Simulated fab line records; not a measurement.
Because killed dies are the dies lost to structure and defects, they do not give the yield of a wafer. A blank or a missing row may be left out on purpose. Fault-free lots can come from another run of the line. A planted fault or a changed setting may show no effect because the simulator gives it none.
fab line records	flow sky130
record: lots: 13	wafers: 39	lastDay: 50
route steps=708 shown CONTACT@408 METAL5@664 PASSIVATION@682 PAD_OPEN@708
lots that met no fault: taken from a fault-free run of the same line
startH: the number of hours between the record's first day and the start of the first shown wafer of the lot	waitH: hours from the lot's prior step to this one	" identical to the entry in the row above	L1.1+2: one row covering several wafers at once	- no value present, or no start provided	* or withheld: withheld	< > ~ a bound
route shown NAME@n: NAME is a module with steps in the file, n the number in the route of the first one	usual: mean/standard deviation of fault-free wafers	same: alike in all rows	chamber/n: place in a boat	sites: readings site by site	_std_site: the standard deviation of these	_edge_site: the outer-site mean with the inner-site mean subtracted	radiusMm: for every site, how far away it sits from the centre of the wafer	mask NAME#n: copy n	behind: tool/chamber where the wafer was last shaped	hold: cause of the lot's hold/its duration in hours/its outcome	device: the transistor (n, p or np) that didn't switch	end of line: tests of these same wafers at the route's end	step lacking rows: just its recipe	killed: dies that structure and defects cost at the first sort, which is not the same as the wafer's yield	map: the dies of a wafer, with x for killed, . for not killed, _ for no die there
set.NAME: setting as actually run; set.NAME@STEP: the setting as run at that earlier step	model.NAME: the simulator's own value behind a step, which no gauge read
route steps across a sampled set of lots; one table per step, one row per wafer
services: the hour from which a tool's chamber was out of use, counted from the record's first day as startH (under 0 if before that day), plus the number of hours and why
== steps ==
step: SKY_CONTACT_HDPCVD_02
recipe: material: SiO2	targetThkNm: 565	sigmaOpenFrac: 0.3	timeS: 94.2	tempC: 600	sih4FlowSccm: 60	pressureMtorr: 6
lot.wafer	tool	chamber	startH	waitH
L863.1+2+6	hdpcvd-01	1,0,2	721.98	0.1
L867.1+4+6	hdpcvd-01	1,1,2	757.35	0.1
L868.1+2+5	hdpcvd-01	2,0,0	767.19	0.1
L873.2+4+6	hdpcvd-02	1,1,0	812.63	0.0
L875.1+4+6	hdpcvd-02	0,0,2	821.80	0.1
L877.3+4+6	hdpcvd-01	0,1,0	835.89	0.0
L878.2+4+5	hdpcvd-02	0,2,0	845.85	0.0
L879.2+3+5	hdpcvd-01	2,1,0	851.16	0.0
L881.3+4+6	hdpcvd-01	2,2,0	861.42	0.0
L882.1+3+6	hdpcvd-01	1,0,0	868.85	0.1
L883.2+3+4	hdpcvd-01	1,0,2	874.11	0.0
L884.1+2+3	hdpcvd-02	1,2,0	879.61	0.1
L885.3+4+5	hdpcvd-02	0,1,2	894.76	0.0
step: SKY_METAL5_SPUTTER_03
recipe: material: Ti	targetThkNm: 5	powerW: 3000	timeS: 3.3	chamberPressurePa: 0.4
usual: throttleValvePct: 30.0/0.92
lot.wafer	tool	chamber	startH	waitH	throttleValvePct
L863.1	pvdSputter-01	-	1010.38	0.0	31.3
L863.2	"	-	"	"	28.3
L863.6	"	-	"	"	31.4
L867.1	pvdSputter-02	-	1044.04	0.0	29.8
L867.4	"	-	"	"	31.2
L867.6	"	-	"	"	29.7
L868.1	pvdSputter-02	-	1050.32	0.0	29.5
L868.2	"	-	"	"	31.0
L868.5	"	-	"	"	30.5
L873.2	pvdSputter-02	-	1093.39	0.0	30.5
L873.4	"	-	"	"	30.8
L873.6	"	-	"	"	29.4
L875.1	pvdSputter-02	-	1098.49	0.0	29.5
L875.4	"	-	"	"	31.0
L875.6	"	-	"	"	30.4
L877.3	pvdSputter-02	-	1115.61	0.0	30.1
L877.4	"	-	"	"	31.2
L877.6	"	-	"	"	31.3
L878.2	pvdSputter-04	-	1119.34	0.0	29.6
L878.4	"	-	"	"	30.1
L878.5	"	-	"	"	29.3
L879.2	pvdSputter-04	-	1122.53	0.0	30.0
L879.3	"	-	"	"	29.4
L879.5	"	-	"	"	29.4
L881.3	pvdSputter-04	-	1132.03	0.0	29.4
L881.4	"	-	"	"	29.6
L881.6	"	-	"	"	28.6
L882.1	pvdSputter-02	-	1135.30	0.0	30.3
L882.3	"	-	"	"	29.4
L882.6	"	-	"	"	31.2
L883.2	pvdSputter-01	-	1139.14	0.0	28.2
L883.3	"	-	"	"	28.7
L883.4	"	-	"	"	31.5
L884.1	pvdSputter-04	-	1140.85	0.0	29.6
L884.2	"	-	"	"	29.0
L884.3	"	-	"	"	29.2
L885.3	pvdSputter-02	-	1156.68	0.0	29.4
L885.4	"	-	"	"	30.2
L885.5	"	-	"	"	29.5
step: SKY_PASSIVATION_THK_MEAS_01
recipe: reads: SiO2_of_PASSIVATION_CVD_00
usual: PASSIVATION_CVD_00_THK: 89.9/1.2
lot.wafer	tool	chamber	startH	waitH	PASSIVATION_CVD_00_THK[nm]
L863.1	filmMetro-02	-	1034.27	-	89.2
L863.2	"	-	"	"	89.8
L863.6	"	-	"	"	90.5
L867.1	filmMetro-01	-	1066.92	-	88.3
L867.4	"	-	"	"	90.3
L867.6	"	-	"	"	88.5
L868.1	filmMetro-02	-	1073.41	-	88.7
L868.2	"	-	"	"	88.9
L868.5	"	-	"	"	90.2
L873.2	filmMetro-02	-	1114.72	-	90.9
L873.4	"	-	"	"	91.6
L873.6	"	-	"	"	91.5
L875.1	filmMetro-01	-	1119.17	-	89.5
L875.4	"	-	"	"	89.6
L875.6	"	-	"	"	92.1
L877.3	filmMetro-02	-	1135.86	-	88.2
L877.4	"	-	"	"	89.5
L877.6	"	-	"	"	89.5
L878.2	filmMetro-02	-	1139.47	-	89.4
L878.4	"	-	"	"	90.4
L878.5	"	-	"	"	92.5
L879.2	filmMetro-04	-	1141.83	-	89.3
L879.3	"	-	"	"	89.3
L879.5	"	-	"	"	89.4
L881.3	filmMetro-01	-	1151.20	-	89.8
L881.4	"	-	"	"	91.4
L881.6	"	-	"	"	89.1
L882.1	filmMetro-02	-	1154.38	-	90.1
L882.3	"	-	"	"	89.9
L882.6	"	-	"	"	91.4
L883.2	filmMetro-01	-	1158.53	-	92.2
L883.3	"	-	"	"	90.7
L883.4	"	-	"	"	93.0
L884.1	filmMetro-02	-	1159.58	-	89.0
L884.2	"	-	"	"	90.4
L884.3	"	-	"	"	88.6
L885.3	filmMetro-01	-	1174.69	-	89.1
L885.4	"	-	"	"	89.7
L885.5	"	-	"	"	90.6
step: SKY_PASSIVATION_ETCH_11
recipe: chemistry: CF4/O2	targetDepthNm: 725	stopOn: AlCu	sourceW: 800	biasW: 150	pressureMtorr: 150	cf4FlowSccm: 80	O2_flow_sccm: 10	timeS: 161.1
usual: biasW: 150.0/0.47	drypumpMotorCurrentA: 5.6/0.4	oesProductAu: 0.975/0.0089	throttleValvePct: 5.963/0.0092
lot.wafer	tool	chamber	startH	waitH	biasW	drypumpMotorCurrentA	oesProductAu	rfHoursCounterH	throttleValvePct
L863.1	rieDiel-03	0	1056.15	-	150.4	5.4	0.980	19	5.964
L863.2	"	3	"	"	151.0	6.4	0.977	25	5.952
L863.6	"	2	"	"	149.7	5.7	0.971	-	5.954
L867.1	rieDiel-04	3	1088.24	-	149.4	5.5	0.970	11	5.963
L867.4	"	2	"	"	149.8	5.7	0.991	20	5.973
L867.6	"	2	"	"	149.5	5.7	0.985	-	5.965
L868.1	rieDiel-04	1	1094.74	-	150.4	5.0	0.972	5	5.950
L868.2	"	0	"	"	149.8	5.5	0.981	19	5.973
L868.5	"	3	"	"	150.8	5.5	0.985	-	5.974
L873.2	rieDiel-02	3	1133.75	-	151.3	6.4	0.992	24	5.974
L873.4	"	2	"	"	150.9	5.8	0.981	31	5.967
L873.6	"	1	"	"	149.9	5.2	0.978	-	5.957
L875.1	rieDiel-04	0	1138.44	-	150.0	5.5	0.969	20	5.947
L875.4	"	2	"	"	150.0	5.7	0.991	21	5.958
L875.6	"	3	"	"	150.4	5.5	0.994	-	5.956
L877.3	rieDiel-03	2	1154.70	-	150.7	5.7	0.980	13	5.951
L877.4	"	0	"	"	150.2	5.4	0.980	24	5.972
L877.6	"	2	"	"	150.6	5.7	0.980	-	5.965
L878.2	rieDiel-03	1	1158.05	-	150.3	5.4	0.967	11	5.943
L878.4	"	3	"	"	149.3	6.4	0.981	29	5.967
L878.5	"	3	"	"	150.0	6.4	0.974	-	5.984
L879.2	rieDiel-02	3	1160.19	-	149.7	6.4	0.968	25	5.960
L879.3	"	1	"	"	149.8	5.3	0.966	3	5.968
L879.5	"	3	"	"	150.1	6.4	0.983	-	5.966
L881.3	rieDiel-02	1	1168.75	-	149.1	5.3	0.969	3	5.952
L881.4	"	3	"	"	149.9	6.4	0.980	26	5.961
L881.6	"	3	"	"	149.9	6.4	0.982	-	5.962
L882.1	rieDiel-03	1	1172.09	-	150.1	5.3	0.967	12	5.964
L882.3	"	2	"	"	150.2	5.7	0.964	14	5.956
L882.6	"	2	"	"	149.9	5.7	0.964	-	5.965
L883.2	rieDiel-02	2	1176.34	-	151.0	5.8	0.973	32	5.974
L883.3	"	0	"	"	149.9	6.2	0.979	24	5.957
L883.4	"	1	"	"	150.7	5.3	0.971	4	5.974
L884.1	rieDiel-04	3	1177.85	-	149.7	5.4	0.961	14	5.968
L884.2	"	0	"	"	149.6	5.5	0.967	22	5.945
L884.3	"	2	"	"	149.8	5.7	0.970	23	5.957
L885.3	rieDiel-04	0	1191.29	-	150.0	5.5	0.968	22	5.954
L885.4	"	2	"	"	150.1	5.7	0.988	-	5.950
L885.5	"	0	"	"	149.9	5.5	0.967	-	5.962
step: SKY_PAD_OPEN_PROBE_99
usual: killed_at_M0_to_M3: 43/7.8	killed_at_M4_up: 3.2/1.9	killedAtContacts: 24/5	killedAtFrontEnd: 14/4.5	killedAtOther: 0.2/0.41	killedDies: 84/9.6	killedOpen: 47/6.9	killedShort: 38/6
same: grossDies: 492	killedAtBackSide: 0
lot.wafer	tool	chamber	startH	waitH	hold	killed_at_M0_to_M3	killed_at_M4_up	killedAtContacts	killedAtFrontEnd	killedAtOther	killedDies	killedOpen	killedShort
L863.1	prober-01	-	1080.30	0.1	-	41	1	25	12	0	79	44	35
L863.2	prober-01	-	1080.35	0.1	-	45	6	26	9	0	86	50	36
L863.6	prober-01	-	1080.55	0.2	-	41	5	23	14	0	83	48	35
L867.1	prober-01	-	1110.21	0.1	awaitDispo/1.9h/release	25	2	80	19	0	126	35	32
L867.4	prober-01	-	1110.36	0.2	awaitDispo/1.9h/release	39	2	79	12	0	132	40	37
L867.6	prober-01	-	1110.46	0.2	awaitDispo/1.9h/release	27	0	90	14	1	132	46	26
L868.1	prober-02	-	1117.11	0.1	awaitDispo/5.8h/release	34	6	75	9	1	125	37	34
L868.2	prober-02	-	1117.16	0.1	awaitDispo/5.8h/release	39	5	52	13	0	109	46	34
L868.5	prober-02	-	1117.31	0.2	awaitDispo/5.8h/release	30	3	50	16	1	100	36	37
L873.2	prober-01	-	1154.21	0.1	-	47	4	24	14	0	89	39	50
L873.4	prober-01	-	1154.31	0.2	-	33	5	27	23	0	88	54	34
L873.6	prober-01	-	1154.41	0.2	-	29	3	28	12	1	73	37	36
L875.1	prober-01	-	1158.91	0.1	-	46	3	26	29	0	104	49	55
L875.4	prober-01	-	1159.06	0.2	-	47	0	25	10	0	82	49	33
L875.6	prober-01	-	1159.16	0.2	-	37	2	30	15	0	84	51	33
L877.3	prober-01	-	1175.12	0.2	-	33	1	18	10	0	62	28	34
L877.4	prober-01	-	1175.17	0.2	-	36	5	19	14	0	74	41	33
L877.6	prober-01	-	1175.27	0.2	-	38	2	22	15	1	78	42	36
L878.2	prober-02	-	1177.99	0.1	-	51	8	20	24	0	103	56	47
L878.4	prober-02	-	1178.09	0.2	-	43	0	14	10	0	67	34	33
L878.5	prober-02	-	1178.14	0.2	-	46	2	13	8	0	69	43	26
L879.2	prober-01	-	1180.15	0.1	-	36	1	26	14	0	77	41	36
L879.3	prober-01	-	1180.20	0.2	-	40	4	21	18	0	83	48	35
L879.5	prober-01	-	1180.30	0.2	-	38	2	24	10	1	75	40	35
L881.3	prober-01	-	1187.77	0.2	-	42	2	20	21	0	85	54	31
L881.4	prober-01	-	1187.82	0.2	-	36	2	26	11	0	75	36	39
L881.6	prober-01	-	1187.92	0.2	-	37	2	22	14	0	75	36	39
L882.1	prober-02	-	1190.24	0.1	-	34	7	27	9	0	77	37	40
L882.3	prober-02	-	1190.34	0.2	-	32	5	25	16	0	78	47	31
L882.6	prober-02	-	1190.49	0.2	-	33	1	29	9	0	72	36	36
L883.2	prober-01	-	1195.40	0.1	-	49	0	26	17	0	92	49	43
L883.3	prober-01	-	1195.45	0.2	-	57	5	25	10	0	97	39	58
L883.4	prober-01	-	1195.50	0.2	-	37	3	27	18	0	85	43	42
L884.1	prober-01	-	1196.36	0.1	-	47	4	27	15	0	93	54	39
L884.2	prober-01	-	1196.41	0.1	-	40	1	22	8	0	71	47	24
L884.3	prober-01	-	1196.46	0.2	-	39	5	30	16	0	90	54	36
L885.3	prober-01	-	1207.66	0.2	-	49	6	24	11	0	90	46	44
L885.4	prober-01	-	1207.71	0.2	-	55	1	17	11	0	84	49	35
L885.5	prober-01	-	1207.76	0.2	-	38	3	23	12	0	76	38	38
killed by level:class
L863.1 VIA3:geometricParticle:open=10 CONTACT:geometricParticle:short=9 VIA2:geometricParticle:open=8 VIA1:geometricParticle:open=8 CONTACT:geometricParticle:open=7 LI_CONTACT:geometricParticle:open=6 METAL2:geometricParticle:short=4 METAL3:geometricParticle:short=4
L863.2 CONTACT:geometricParticle:open=11 VIA1:geometricParticle:open=9 LI_CONTACT:geometricParticle:open=7 METAL1:geometricParticle:short=7 VIA3:geometricParticle:open=7 METAL2:geometricParticle:short=6 VIA2:geometricParticle:open=6 VIA3:geometricParticle:short=5
L863.6 CONTACT:geometricParticle:open=9 VIA1:geometricParticle:open=8 LI_CONTACT:geometricParticle:open=7 VIA2:geometricParticle:open=7 METAL2:geometricParticle:short=7 CONTACT:geometricParticle:short=5 VIA3:geometricParticle:open=5 FIELD_ISO:geometricParticle:short=3
L867.1 CONTACT:unspecified=59 POLY_GATE:geometricParticle:open=8 METAL2:geometricParticle:short=8 CONTACT:geometricParticle:open=6 LOCAL_INTERCONNECT:geometricParticle:short=5 FIELD_ISO:geometricParticle:open=4 LI_CONTACT:geometricParticle:open=4 VIA1:geometricParticle:open=4
L867.4 CONTACT:unspecified=55 CONTACT:geometricParticle:open=11 METAL2:geometricParticle:short=7 VIA2:geometricParticle:short=6 VIA1:geometricParticle:open=6 VIA3:geometricParticle:open=5 CONTACT:geometricParticle:short=4 LOCAL_INTERCONNECT:geometricParticle:short=4
L867.6 CONTACT:unspecified=60 CONTACT:geometricParticle:open=10 VIA1:geometricParticle:open=9 VIA3:geometricParticle:open=7 LI_CONTACT:geometricParticle:open=6 CONTACT:geometricParticle:short=5 FIELD_ISO:geometricParticle:open=4 POLY_GATE:geometricParticle:short=4
L868.1 CONTACT:unspecified=54 VIA2:geometricParticle:open=7 LI_CONTACT:geometricParticle:open=6 CONTACT:geometricParticle:open=5 VIA1:geometricParticle:open=5 LOCAL_INTERCONNECT:geometricParticle:short=4 VIA1:geometricParticle:short=4 METAL4:geometricParticle:short=4
L868.2 CONTACT:unspecified=29 VIA1:geometricParticle:open=11 VIA3:geometricParticle:open=7 CONTACT:geometricParticle:open=7 LOCAL_INTERCONNECT:geometricParticle:short=6 CONTACT:geometricParticle:short=6 VIA2:geometricParticle:open=6 POLY_GATE:geometricParticle:open=5
L868.5 CONTACT:unspecified=27 CONTACT:geometricParticle:open=7 FIELD_ISO:geometricParticle:short=5 POLY_GATE:geometricParticle:open=5 VIA1:geometricParticle:open=5 VIA3:geometricParticle:open=5 CONTACT:geometricParticle:short=5 METAL1:geometricParticle:short=5
L873.2 METAL2:geometricParticle:short=9 METAL1:geometricParticle:short=8 LI_CONTACT:geometricParticle:open=7 VIA1:geometricParticle:open=5 CONTACT:geometricParticle:open=5 METAL3:geometricParticle:short=5 LOCAL_INTERCONNECT:geometricParticle:open=4 VIA2:geometricParticle:short=4
L873.4 CONTACT:geometricParticle:open=13 FIELD_ISO:geometricParticle:short=8 VIA2:geometricParticle:open=8 VIA1:geometricParticle:open=8 LI_CONTACT:geometricParticle:open=6 FIELD_ISO:geometricParticle:open=5 METAL2:geometricParticle:short=5 POLY_GATE:geometricParticle:open=4
L873.6 CONTACT:geometricParticle:open=9 VIA1:geometricParticle:open=8 LI_CONTACT:geometricParticle:open=6 CONTACT:geometricParticle:short=6 METAL2:geometricParticle:short=5 LOCAL_INTERCONNECT:geometricParticle:short=4 VIA1:geometricParticle:short=4 VIA2:geometricParticle:short=4
L875.1 CONTACT:geometricParticle:open=12 METAL1:geometricParticle:short=11 FIELD_ISO:geometricParticle:short=9 FIELD_ISO:geometricParticle:open=7 LI_CONTACT:geometricParticle:open=7 METAL2:geometricParticle:open=5 POLY_GATE:geometricParticle:short=5 VIA1:geometricParticle:short=5
L875.4 LI_CONTACT:geometricParticle:open=11 VIA3:geometricParticle:open=10 VIA1:geometricParticle:open=10 CONTACT:geometricParticle:open=7 METAL2:geometricParticle:short=5 METAL1:geometricParticle:short=4 VIA1:geometricParticle:short=4 VIA2:geometricParticle:short=4
L875.6 LI_CONTACT:geometricParticle:open=10 CONTACT:geometricParticle:open=10 VIA1:geometricParticle:open=9 CONTACT:geometricParticle:short=7 VIA2:geometricParticle:open=6 POLY_GATE:geometricParticle:open=5 VIA2:geometricParticle:short=5 METAL2:geometricParticle:short=4
L877.3 METAL1:geometricParticle:short=8 LI_CONTACT:geometricParticle:open=7 VIA1:geometricParticle:open=4 LI_CONTACT:geometricParticle:short=4 VIA3:geometricParticle:open=4 LOCAL_INTERCONNECT:geometricParticle:short=3 CONTACT:geometricParticle:open=3 METAL1:geometricParticle:open=3
L877.4 CONTACT:geometricParticle:open=8 VIA1:geometricParticle:open=8 FIELD_ISO:geometricParticle:short=4 LI_CONTACT:geometricParticle:open=4 METAL2:geometricParticle:short=4 VIA3:geometricParticle:open=4 FIELD_ISO:geometricParticle:open=3 POLY_GATE:geometricParticle:open=3
L877.6 LI_CONTACT:geometricParticle:open=9 METAL1:geometricParticle:short=8 CONTACT:geometricParticle:open=7 VIA3:geometricParticle:open=7 METAL2:geometricParticle:short=6 VIA1:geometricParticle:open=6 FIELD_ISO:geometricParticle:short=5 FIELD_ISO:geometricParticle:open=3
L878.2 VIA1:geometricParticle:open=14 VIA2:geometricParticle:open=11 CONTACT:geometricParticle:open=8 POLY_GATE:geometricParticle:short=7 POLY_GATE:geometricParticle:open=6 VIA3:geometricParticle:open=6 LOCAL_INTERCONNECT:geometricParticle:short=6 METAL1:geometricParticle:short=5
L878.4 METAL2:geometricParticle:short=11 VIA1:geometricParticle:open=9 VIA2:geometricParticle:open=8 CONTACT:geometricParticle:open=4 VIA3:geometricParticle:short=4 FIELD_ISO:geometricParticle:open=3 LI_CONTACT:geometricParticle:open=3 CONTACT:geometricParticle:short=3
L878.5 VIA1:geometricParticle:open=20 CONTACT:geometricParticle:open=7 VIA1:geometricParticle:short=5 VIA2:geometricParticle:open=4 FIELD_ISO:geometricParticle:open=3 LOCAL_INTERCONNECT:geometricParticle:short=3 METAL1:geometricParticle:short=3 VIA2:geometricParticle:short=3
L879.2 VIA3:geometricParticle:open=9 LI_CONTACT:geometricParticle:short=8 VIA1:geometricParticle:open=8 LI_CONTACT:geometricParticle:open=7 FIELD_ISO:geometricParticle:open=6 VIA1:geometricParticle:short=5 VIA2:geometricParticle:open=4 CONTACT:geometricParticle:short=4
L879.3 VIA1:geometricParticle:open=11 CONTACT:geometricParticle:open=8 CONTACT:geometricParticle:short=8 VIA3:geometricParticle:open=5 METAL2:geometricParticle:short=5 METAL1:geometricParticle:short=4 VIA1:geometricParticle:short=4 VIA2:geometricParticle:open=4
L879.5 VIA1:geometricParticle:open=10 CONTACT:geometricParticle:open=8 CONTACT:geometricParticle:short=6 VIA3:geometricParticle:open=6 VIA2:geometricParticle:open=5 VIA3:geometricParticle:short=5 LOCAL_INTERCONNECT:geometricParticle:short=4 FIELD_ISO:geometricParticle:short=4
L881.3 VIA1:geometricParticle:open=11 CONTACT:geometricParticle:open=8 VIA3:geometricParticle:open=8 METAL1:geometricParticle:short=7 FIELD_ISO:geometricParticle:open=6 LI_CONTACT:geometricParticle:open=6 POLY_GATE:geometricParticle:short=5 VIA2:geometricParticle:open=5
L881.4 CONTACT:geometricParticle:open=9 VIA2:geometricParticle:open=7 LOCAL_INTERCONNECT:geometricParticle:short=6 CONTACT:geometricParticle:short=5 LI_CONTACT:geometricParticle:open=5 METAL2:geometricParticle:short=5 VIA1:geometricParticle:short=5 VIA1:geometricParticle:open=5
L881.6 VIA1:geometricParticle:open=9 LI_CONTACT:geometricParticle:open=7 CONTACT:geometricParticle:open=5 VIA1:geometricParticle:short=5 FIELD_ISO:geometricParticle:short=4 LOCAL_INTERCONNECT:geometricParticle:short=4 METAL1:geometricParticle:short=4 METAL2:geometricParticle:short=4
L882.1 CONTACT:geometricParticle:open=8 VIA1:geometricParticle:open=6 CONTACT:geometricParticle:short=6 LI_CONTACT:geometricParticle:open=5 METAL4:geometricParticle:short=5 VIA1:geometricParticle:short=5 METAL2:geometricParticle:short=5 FIELD_ISO:geometricParticle:short=3
L882.3 CONTACT:geometricParticle:open=11 VIA2:geometricParticle:open=10 LI_CONTACT:geometricParticle:open=6 VIA1:geometricParticle:open=6 LOCAL_INTERCONNECT:geometricParticle:short=5 VIA3:geometricParticle:short=5 FIELD_ISO:geometricParticle:open=4 METAL2:geometricParticle:open=4
L882.6 CONTACT:geometricParticle:open=11 LOCAL_INTERCONNECT:geometricParticle:short=7 VIA1:geometricParticle:open=7 CONTACT:geometricParticle:short=5 VIA2:geometricParticle:open=5 VIA2:geometricParticle:short=3 POLY_GATE:geometricParticle:open=3 LI_CONTACT:geometricParticle:short=3
L883.2 METAL2:geometricParticle:short=9 VIA3:geometricParticle:open=9 LI_CONTACT:geometricParticle:open=7 VIA1:geometricParticle:open=7 FIELD_ISO:geometricParticle:open=6 LOCAL_INTERCONNECT:geometricParticle:short=6 CONTACT:geometricParticle:short=5 CONTACT:geometricParticle:open=5
L883.3 VIA1:geometricParticle:open=11 LOCAL_INTERCONNECT:geometricParticle:short=9 METAL1:geometricParticle:short=8 METAL3:geometricParticle:short=7 METAL2:geometricParticle:short=6 VIA1:geometricParticle:short=6 VIA2:geometricParticle:open=6 CONTACT:geometricParticle:short=5
L883.4 LI_CONTACT:geometricParticle:open=11 METAL2:geometricParticle:short=7 VIA2:geometricParticle:open=7 LOCAL_INTERCONNECT:geometricParticle:short=6 VIA1:geometricParticle:open=6 POLY_GATE:geometricParticle:open=5 CONTACT:geometricParticle:short=5 CONTACT:geometricParticle:open=5
L884.1 VIA1:geometricParticle:open=9 CONTACT:geometricParticle:open=8 VIA2:geometricParticle:open=8 VIA3:geometricParticle:open=7 FIELD_ISO:geometricParticle:open=6 LI_CONTACT:geometricParticle:open=6 CONTACT:geometricParticle:short=5 METAL1:geometricParticle:short=5
L884.2 VIA1:geometricParticle:open=12 CONTACT:geometricParticle:open=7 LI_CONTACT:geometricParticle:open=6 METAL1:geometricParticle:short=6 VIA2:geometricParticle:open=6 VIA3:geometricParticle:open=4 CONTACT:geometricParticle:short=4 LOCAL_INTERCONNECT:geometricParticle:short=3
L884.3 VIA1:geometricParticle:open=12 CONTACT:geometricParticle:open=11 LI_CONTACT:geometricParticle:open=8 METAL1:geometricParticle:short=7 VIA1:geometricParticle:short=6 FIELD_ISO:geometricParticle:open=4 POLY_GATE:geometricParticle:open=4 LI_CONTACT:geometricParticle:short=4
L885.3 VIA1:geometricParticle:open=12 CONTACT:geometricParticle:open=9 VIA2:geometricParticle:open=8 CONTACT:geometricParticle:short=6 METAL2:geometricParticle:short=5 LOCAL_INTERCONNECT:geometricParticle:short=5 POLY_GATE:geometricParticle:short=4 METAL1:geometricParticle:short=4
L885.4 VIA1:geometricParticle:open=16 VIA2:geometricParticle:open=12 VIA1:geometricParticle:short=8 METAL1:geometricParticle:short=5 CONTACT:geometricParticle:open=5 METAL3:geometricParticle:short=4 LI_CONTACT:geometricParticle:open=4 VIA2:geometricParticle:short=4
L885.5 LI_CONTACT:geometricParticle:open=7 VIA3:geometricParticle:open=6 VIA1:geometricParticle:open=6 FIELD_ISO:geometricParticle:short=5 LOCAL_INTERCONNECT:geometricParticle:short=5 CONTACT:geometricParticle:open=5 METAL1:geometricParticle:short=5 VIA1:geometricParticle:short=5
== services ==
tool	chamber	startH	hours	kind
rieDiel-04	0	700.77	4.4	repair
rieDiel-03	1	708.98	3.2	repair
hdpcvd-01	2	732.60	4.0	repair
pvdSputter-02	-	742.50	17.1	repair
pvdSputter-02	-	751.51	2.5	repair
hdpcvd-02	-	785.19	1.2	repair
pvdSputter-02	-	793.71	5.4	repair
pvdSputter-02	-	797.55	25.6	repair
pvdSputter-02	-	871.33	5.8	repair
rieDiel-04	1	895.56	2.7	repair
hdpcvd-01	-	921.99	1.6	repair
hdpcvd-02	2	942.15	15.2	repair
hdpcvd-01	-	950.25	15.0	pm
pvdSputter-02	-	998.61	5.5	repair
rieDiel-04	-	1007.34	0.8	repair
rieDiel-04	2	1020.19	4.4	repair
rieDiel-04	1	1031.27	22.1	repair
rieDiel-04	3	1044.40	1.9	repair
pvdSputter-02	-	1141.14	7.7	repair
hdpcvd-02	1	1165.04	5.6	repair
rieDiel-04	-	1175.45	0.3	repair
rieDiel-04	2	1183.54	2.4	repair
hdpcvd-01	0	1186.52	3.0	repair
rieDiel-04	1	1190.87	3.8	repair
== key ==
firstSign: step: SKY_PAD_OPEN_PROBE_99	reading: killedAtContacts	direction: up	sigmas: 9.4	usual: 24	struck: 71
effect: step: SKY_PAD_OPEN_PROBE_99	reading: killedDies	direction: up	sigmas: 3.8	usual: 84	struck: 121
metAt SKY_CONTACT_HDPCVD_02
struckLots L867,L868
testerLeftOut L867,L868
notActingAt SKY_METAL5_SPUTTER_03,SKY_PASSIVATION_THK_MEAS_01,SKY_PASSIVATION_ETCH_11
onsetBetween 721.98 757.35
fault: kind: chamberParticleSource	tool: hdpcvd-01	chamber: -	onsetH: 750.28	steps: SKY_CONTACT_HDPCVD_02	ratePerVisitCm2: 1.1199	endH: 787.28
testerLeftOut: of these lots the tester's yield and bins aren't shown, on N5 and GAA mostly nor the transistor test; their killed dies are dies lost to structure and defects alone, not to doping, threshold or leakage, so they don't give the yield
